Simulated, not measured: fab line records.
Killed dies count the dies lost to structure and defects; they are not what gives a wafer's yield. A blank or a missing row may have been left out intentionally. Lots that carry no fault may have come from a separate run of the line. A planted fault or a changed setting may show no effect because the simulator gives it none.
Which tool was responsible? + flow gf180mcu + 42 wafers from 14 lots sampled at 3 of the route's 602 steps

WHAT THE GAUGES SHOWED, per wafer
GF_HV_LDD_OVL_MEAS_08.
| lot  | measured     | on         | HV_LDD_OVL (nm) |
|------|--------------|------------|-----------------|
| L846 | day 10 01:44 | overlay-02 | -2.0 -2.9 -0.5  |
| L847 | day 10 06:09 | overlay-01 | -0.8 -0.7 -3.0  |
| L849 | day 11 01:11 | overlay-02 | -0.9 1.2 0.7    |
| L856 | day 13 04:23 | overlay-02 | 2.1 2.4 1.7     |
| L857 | day 13 14:02 | overlay-02 | 0.1 -1.5 -1.1   |
| L858 | day 13 16:10 | overlay-01 | 1.6 2.1 1.0     |
| L861 | day 14 16:26 | overlay-02 | 0.2 -0.2 -2.6   |
| L862 | day 14 22:14 | overlay-01 | -2.4 -2.5 0.1   |
| L863 | day 15 00:50 | overlay-01 | -0.9 -0.7 -1.7  |
| L864 | day 15 09:44 | overlay-01 | -0.9 -1.7 1.2   |
| L865 | day 15 21:47 | overlay-01 | -0.5 -1.3 -0.5  |
| L866 | day 16 02:13 | overlay-02 | 1.5 0.9 1.9     |
| L867 | day 16 10:11 | overlay-02 | 1.7 -1.4 0.4    |
| L868 | day 16 16:29 | overlay-02 | -0.2 1.2 -0.3   |

GF_M1_CD_MEAS_14: target cd 230 nm.
| lot  | measured     | on        | cd nm (nm)        |
|------|--------------|-----------|-------------------|
| L846 | day 17 02:48 | cd sem-02 | 230.7 228.8 230.8 |
| L847 | day 17 05:16 | cd sem-02 | 230.4 231.2 231.4 |
| L849 | day 18 10:22 | cd sem-01 | 230.0 229.6 229.5 |
| L856 | day 21 02:41 | cd sem-01 | 228.4 228.4 228.8 |
| L861 | day 22 17:10 | cd sem-01 | 232.0 230.1 230.4 |
| L862 | day 22 23:44 | cd sem-01 | 230.8 230.7 230.9 |
| L863 | day 23 03:13 | cd sem-01 | 229.4 229.3 228.9 |
| L864 | day 23 11:40 | cd sem-01 | 228.9 229.3 229.5 |
| L865 | day 24 00:29 | cd sem-01 | 230.4 230.9 230.3 |
| L866 | day 24 06:01 | cd sem-01 | 231.7 232.3 230.6 |
| L867 | day 24 12:40 | cd sem-01 | 229.9 229.4 230.1 |
| L868 | day 24 20:04 | cd sem-01 | 230.7 231.3 230.4 |

EACH LOT AND THE TOOL THAT RAN IT (in order: tool; ch and the chambers of the sampled wafers; start)
| lot  | GF_CONTACT_SPUTTER_22        |
|------|------------------------------|
| L846 | pvd sputter-01, day 16 02:35 |
| L847 | pvd sputter-03, day 16 06:26 |
| L849 | pvd sputter-03, day 17 09:38 |
| L856 | pvd sputter-02, day 20 01:37 |
| L857 | pvd sputter-03, day 20 11:30 |
| L858 | pvd sputter-01, day 20 13:27 |
| L861 | pvd sputter-02, day 21 16:38 |
| L862 | pvd sputter-02, day 22 00:03 |
| L863 | pvd sputter-03, day 22 03:15 |
| L864 | pvd sputter-01, day 22 11:53 |
| L865 | pvd sputter-01, day 23 01:08 |
| L866 | pvd sputter-02, day 23 06:14 |
| L867 | pvd sputter-02, day 23 13:20 |
| L868 | pvd sputter-03, day 23 21:10 |
- GF_CONTACT_SPUTTER_22: material Ti, target thk 15 nm, time 80.02 s.

WHAT THE TOOLS THEMSELVES READ (means of the sampled wafers that have a number; where no wafer has one, the mark that the record gives instead)
GF_CONTACT_SPUTTER_22.
| lot  | tool           | cathode dc power W (W) | chamber pressure pa (Pa) | throttle valve pct (%) |
|------|----------------|------------------------|--------------------------|------------------------|
| L846 | pvd sputter-01 | 2500.1                 | 4.999                    | 28.7                   |
| L847 | pvd sputter-03 | 2499.8                 | 5.006                    | 30.4                   |
| L849 | pvd sputter-03 | 2499.8                 | 4.992                    | 29.8                   |
| L856 | pvd sputter-02 | 2499.7                 | 5.002                    | 30.3                   |
| L857 | pvd sputter-03 | -                      | -                        | -                      |
| L858 | pvd sputter-01 | -                      | -                        | -                      |
| L861 | pvd sputter-02 | 2500.2                 | 5.006                    | 29.9                   |
| L862 | pvd sputter-02 | 2500.1                 | 4.991                    | 30.1                   |
| L863 | pvd sputter-03 | 2500.1                 | 5.011                    | 29.9                   |
| L864 | pvd sputter-01 | 2499.5                 | 4.999                    | 29.2                   |
| L865 | pvd sputter-01 | 2499.5                 | 5.001                    | 29.4                   |
| L866 | pvd sputter-02 | 2500.0                 | 4.999                    | 30.5                   |
| L867 | pvd sputter-02 | 2500.2                 | 5.004                    | 30.7                   |
| L868 | pvd sputter-03 | 2499.7                 | 5.009                    | 29.7                   |

THE ANSWER, worked out from the rows above alone
Rule: the lots themselves supply what counts as usual. Put in order of their means at a reading, lots are off if they are a third of the lots or fewer, leave a main group of 4 or more, and stand apart from it by a gap of 3 or more times the standard deviation of the main group's means; of several such gaps the widest counts. Not used: any main group whose means are identical at the precision the tables above print for the reading. A lot without any number at a reading at which 4 lots or more have one is off too. All remaining lots with rows at the step are treated as sound. The gauges are gone through in route order, then the tools' own readings, and for those a lot's mean is taken as printed above. The first step at which some lot is off is used, and at that step the reading that is off furthest; a lot without a number counts as furthest.
Off: L857, L858, at GF_CONTACT_SPUTTER_22 (cathode dc power W). Without a number there: L857, L858. Main group: mean 2499.9 W, sd 0.25.
A tool fits if, at that step or a process step before it, it ran every lot that is off, and no sound lot after the first of them. No candidate that was tried fits.

WHAT THE SIMULATOR PUT IN
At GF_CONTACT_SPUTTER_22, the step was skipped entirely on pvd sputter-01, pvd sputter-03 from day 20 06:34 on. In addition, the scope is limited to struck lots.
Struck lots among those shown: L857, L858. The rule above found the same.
